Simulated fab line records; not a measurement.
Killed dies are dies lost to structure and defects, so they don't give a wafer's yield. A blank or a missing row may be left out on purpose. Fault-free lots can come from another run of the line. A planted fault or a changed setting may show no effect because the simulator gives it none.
8D (eight disciplines) problem report, filled in by code | flow gf180mcu | the parts of the form that need people (team, actions taken, sign-off) are left out

== 1. WHAT WENT WRONG ==
Mean of beam-energy-keV at GF_HV_LDD_IMPLANT_21: 32.394 across 6 wafers in 2 lots; on wafers with no fault it is 25.001 (standard deviation 0.0066). So: +99 or more standard deviations from the usual mean.
Seen first at day 16 04:23 on implanter-01, wafer L415.1. Wafers with a number at this step in the record: 42, from 14 lots. Rule for "out" (also "out of limits"): further than 4 standard deviations from the usual mean. All remaining wafers that have a number are taken as sound.

== 2. WHAT IT IS, WHAT IT ISN'T ==
question                    | is                     | is not
which readings at this step | beam-energy-keV        | -
which lots                  | L415, L416             | L398, L399, L400, L401, L402, L403, L404, L405, L406, L407, L408, L409
which wafers of those lots  | all that have a number | -
read on which tools         | implanter-01           | implanter-02, implanter-04
when                        | from day 16 04:23      | up to then (36 sound wafers)

== 3. SUSPECTS, AND WHAT RULES EACH OUT ==
Counting: a tool stays on the suspect list if, at a process step up to the reading, it processed all lots that are out and no sound lot following the first of them.
- implanter-01 at GF_HV_LDD_IMPLANT_21: kept. It processed each lot that is out, first L415 at day 16 04:23, and no sound lot thereafter; up to then, the last sound lot it processed was L409 at day 14 17:44. On those wafers its own readings are out: beam-energy-keV.
Left after counting: implanter-01 at GF_HV_LDD_IMPLANT_21.

== 4. THE CAUSE (what the simulator had put in) ==
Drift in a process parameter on implanter-01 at GF_HV_LDD_IMPLANT_21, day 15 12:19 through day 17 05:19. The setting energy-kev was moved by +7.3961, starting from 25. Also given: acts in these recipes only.
Counting left only this tool.

== 5. THE EFFECT CHAIN, in route order ==
Each row: a reading whose mean over the struck wafers that have a number lies more than 3 standard deviations from the usual. Only readings for which the record gives a usual standard deviation are gone through. hours: the time from each lot's start at the first step in this table that gives one to its start at this step, as a median over the lots. sigmas: the change in usual standard deviations.
hours | step                 | reading         | usual  | on struck wafers | change | sigmas
0     | GF_HV_LDD_IMPLANT_21 | beam-energy-keV | 25.001 | 32.394           | +7.393 | +99 or more
0     | GF_HV_LDD_TW_MEAS_23 | HV_LDD_2_TW     | 1060   | 1111             | +51    | +3.6
Here are the process steps it includes:
- GF_HV_LDD_IMPLANT_21

== 6. HOW IT WOULD HAVE BEEN CAUGHT EARLIER ==
In this record the first reading out of limits was taken at day 16 04:23, 16 hours after the fault began at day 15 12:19.
